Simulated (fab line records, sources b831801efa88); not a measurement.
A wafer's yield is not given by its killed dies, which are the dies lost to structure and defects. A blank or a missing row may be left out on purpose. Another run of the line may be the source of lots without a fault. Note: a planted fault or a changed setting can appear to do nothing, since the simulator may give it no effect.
A sampling plan put to the test    flow gf180mcu    one fab line, 24 faults that these records tell of, each judged on the records of the lots that it struck
Plan = the line's own looks (route steps where a gauge or an inspection reads the wafer without altering it). A look is open to judgement when struck wafers have a number at it and the file gives its usual mean and standard deviation on fault-free wafers. Caught: at a look after the fault's first step, the mean of the struck wafers lies 4 or more of those standard deviations (sigma) from the usual mean. On the tool: the test repeated on the tool's own readings taken at the fault's steps. Caught also covers a different recipe on the struck wafers, or a record left blank for those wafers only.

## THE FAULTS, as the simulator had put them in
1. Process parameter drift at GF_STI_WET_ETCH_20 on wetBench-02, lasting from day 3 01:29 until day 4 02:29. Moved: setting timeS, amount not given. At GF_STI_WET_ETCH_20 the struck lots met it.
2. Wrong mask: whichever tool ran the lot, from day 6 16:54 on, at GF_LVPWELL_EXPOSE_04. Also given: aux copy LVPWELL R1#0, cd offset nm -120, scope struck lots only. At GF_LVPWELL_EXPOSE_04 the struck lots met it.
3. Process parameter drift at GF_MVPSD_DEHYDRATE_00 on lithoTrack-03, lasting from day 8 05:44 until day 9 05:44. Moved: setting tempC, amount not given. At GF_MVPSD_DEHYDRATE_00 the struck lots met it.
4. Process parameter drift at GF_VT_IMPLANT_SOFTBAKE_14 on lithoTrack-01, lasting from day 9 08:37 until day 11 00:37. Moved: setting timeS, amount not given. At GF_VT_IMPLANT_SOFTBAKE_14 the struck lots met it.
5. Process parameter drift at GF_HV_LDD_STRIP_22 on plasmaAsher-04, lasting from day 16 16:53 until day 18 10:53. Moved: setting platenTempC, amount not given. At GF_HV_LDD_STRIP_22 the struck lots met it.
6. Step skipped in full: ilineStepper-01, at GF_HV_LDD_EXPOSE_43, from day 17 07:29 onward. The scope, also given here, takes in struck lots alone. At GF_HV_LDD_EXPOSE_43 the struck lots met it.
7. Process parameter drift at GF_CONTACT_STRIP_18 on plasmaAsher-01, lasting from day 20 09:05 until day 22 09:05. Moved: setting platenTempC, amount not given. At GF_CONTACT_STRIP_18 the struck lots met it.
8. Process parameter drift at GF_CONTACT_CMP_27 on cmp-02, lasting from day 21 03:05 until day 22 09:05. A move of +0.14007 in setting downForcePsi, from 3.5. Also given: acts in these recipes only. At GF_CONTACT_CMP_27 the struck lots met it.
9. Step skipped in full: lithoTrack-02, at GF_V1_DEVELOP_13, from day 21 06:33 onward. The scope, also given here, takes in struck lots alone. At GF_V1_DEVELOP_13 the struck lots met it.
10. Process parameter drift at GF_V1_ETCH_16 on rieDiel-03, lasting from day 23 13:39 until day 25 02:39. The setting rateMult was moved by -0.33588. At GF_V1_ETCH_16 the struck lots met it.
11. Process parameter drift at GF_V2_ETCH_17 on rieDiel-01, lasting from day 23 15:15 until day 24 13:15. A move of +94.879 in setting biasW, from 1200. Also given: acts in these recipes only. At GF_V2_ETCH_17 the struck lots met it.
12. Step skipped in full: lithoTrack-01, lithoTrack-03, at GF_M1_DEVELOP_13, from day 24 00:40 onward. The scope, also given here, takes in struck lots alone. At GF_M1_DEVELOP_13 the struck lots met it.
13. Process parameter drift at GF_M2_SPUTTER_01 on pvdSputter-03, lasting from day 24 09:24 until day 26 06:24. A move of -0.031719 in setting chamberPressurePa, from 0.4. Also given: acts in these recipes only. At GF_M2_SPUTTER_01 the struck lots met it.
14. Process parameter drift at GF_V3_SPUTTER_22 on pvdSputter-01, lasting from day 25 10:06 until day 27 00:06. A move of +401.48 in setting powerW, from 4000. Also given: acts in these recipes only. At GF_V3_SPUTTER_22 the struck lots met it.
15. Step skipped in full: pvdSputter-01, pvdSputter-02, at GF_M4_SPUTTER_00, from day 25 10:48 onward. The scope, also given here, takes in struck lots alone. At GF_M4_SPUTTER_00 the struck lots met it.
16. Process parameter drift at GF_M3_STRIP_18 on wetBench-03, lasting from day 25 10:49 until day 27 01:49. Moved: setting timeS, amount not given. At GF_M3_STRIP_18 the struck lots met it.
17. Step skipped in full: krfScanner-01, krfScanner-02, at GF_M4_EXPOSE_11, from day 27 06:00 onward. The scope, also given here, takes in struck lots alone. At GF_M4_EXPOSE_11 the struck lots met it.
18. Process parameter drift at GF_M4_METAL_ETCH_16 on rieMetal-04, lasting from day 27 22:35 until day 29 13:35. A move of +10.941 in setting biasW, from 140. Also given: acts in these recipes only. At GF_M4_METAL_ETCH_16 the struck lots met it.
19. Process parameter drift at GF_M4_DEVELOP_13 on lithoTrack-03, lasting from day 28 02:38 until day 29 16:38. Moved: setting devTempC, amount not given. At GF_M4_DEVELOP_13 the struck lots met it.
20. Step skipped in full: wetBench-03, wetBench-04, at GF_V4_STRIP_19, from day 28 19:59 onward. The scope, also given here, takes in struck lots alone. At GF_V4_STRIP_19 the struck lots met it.
21. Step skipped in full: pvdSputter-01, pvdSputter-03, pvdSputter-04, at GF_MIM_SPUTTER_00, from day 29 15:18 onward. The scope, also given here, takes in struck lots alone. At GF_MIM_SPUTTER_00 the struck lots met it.
22. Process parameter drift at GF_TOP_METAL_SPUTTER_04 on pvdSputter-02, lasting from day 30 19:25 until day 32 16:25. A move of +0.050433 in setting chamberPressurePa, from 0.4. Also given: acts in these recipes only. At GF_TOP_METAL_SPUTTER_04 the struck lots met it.
23. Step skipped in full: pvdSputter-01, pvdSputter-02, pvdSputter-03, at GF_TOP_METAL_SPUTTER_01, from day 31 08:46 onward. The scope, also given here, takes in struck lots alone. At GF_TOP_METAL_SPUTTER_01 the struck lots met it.
24. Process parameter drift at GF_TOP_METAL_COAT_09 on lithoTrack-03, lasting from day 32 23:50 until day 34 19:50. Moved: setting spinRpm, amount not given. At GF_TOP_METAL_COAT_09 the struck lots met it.

## WHAT THE PLAN SAW
fault  on the tool itself                                first look that catches it                       reading, sigma  median hours from its first step to that look  hours from the fault's start to the first struck lot there  judged looks passed uncaught
1      runLengthS -4.1 sigma                             none of the 3 looks that can be judged after it  -               -                                              -                                                           3
2      no reading that can be judged                     no look after it can be judged                   -               -                                              -                                                           0
3      heaterPowerTotalW +46 sigma                       not the one look that can be judged after it     -               -                                              -                                                           1
4      heaterPowerTotalW +73 sigma                       none of the 2 looks that can be judged after it  -               -                                              -                                                           2
5      stripTimeToEndpointS +53 sigma                    not the one look that can be judged after it     -               -                                              -                                                           1
6      no reading that can be judged                     no look after it can be judged                   -               -                                              -                                                           0
7      platenTempC +55 sigma                             no look after it can be judged                   -               -                                              -                                                           0
8      headPressurePsi +20 sigma                         not the one look that can be judged after it     -               -                                              -                                                           1
9      the tool's record is blank for the struck wafers  no look after it can be judged                   -               -                                              -                                                           0
10     oesProductAu -11 sigma                            no look after it can be judged                   -               -                                              -                                                           0
11     biasW +27 sigma                                   no look after it can be judged                   -               -                                              -                                                           0
12     the tool's record is blank for the struck wafers  no look after it can be judged                   -               -                                              -                                                           0
13     chamberPressurePa -40 sigma                       no look after it can be judged                   -               -                                              -                                                           0
14     cathodeDcPowerW +99 or beyond sigma               not the one look that can be judged after it     -               -                                              -                                                           1
15     the tool's record is blank for the struck wafers  no look after it can be judged                   -               -                                              -                                                           0
16     runLengthS -85 sigma                              none of the 2 looks that can be judged after it  -               -                                              -                                                           2
17     no reading that can be judged                     no look after it can be judged                   -               -                                              -                                                           0
18     biasW +28 sigma                                   no look after it can be judged                   -               -                                              -                                                           0
19     developerTempC +9.2 sigma                         no look after it can be judged                   -               -                                              -                                                           0
20     the tool's record is blank for the struck wafers  no look after it can be judged                   -               -                                              -                                                           0
21     the tool's record is blank for the struck wafers  no look after it can be judged                   -               -                                              -                                                           0
22     chamberPressurePa +58 sigma                       no look after it can be judged                   -               -                                              -                                                           0
23     the tool's record is blank for the struck wafers  no look after it can be judged                   -               -                                              -                                                           0
24     spinSpeedRpm +14 sigma                            no look after it can be judged                   -               -                                              -                                                           0
A dash: this means the fault isn't caught or the number doesn't appear in these records.

Caught at a look: 0 of 24. Caught on the tool: 21 of 24. By one or the other: 21 of 24.
Caught on the tool alone: faults 1, 3, 4, 5, 7, 8, 9, 10, 11, 12, 13, 14, 15, 16, 18, 19, 20, 21, 22, 23, 24.
Caught by neither: faults 2, 6, 17.
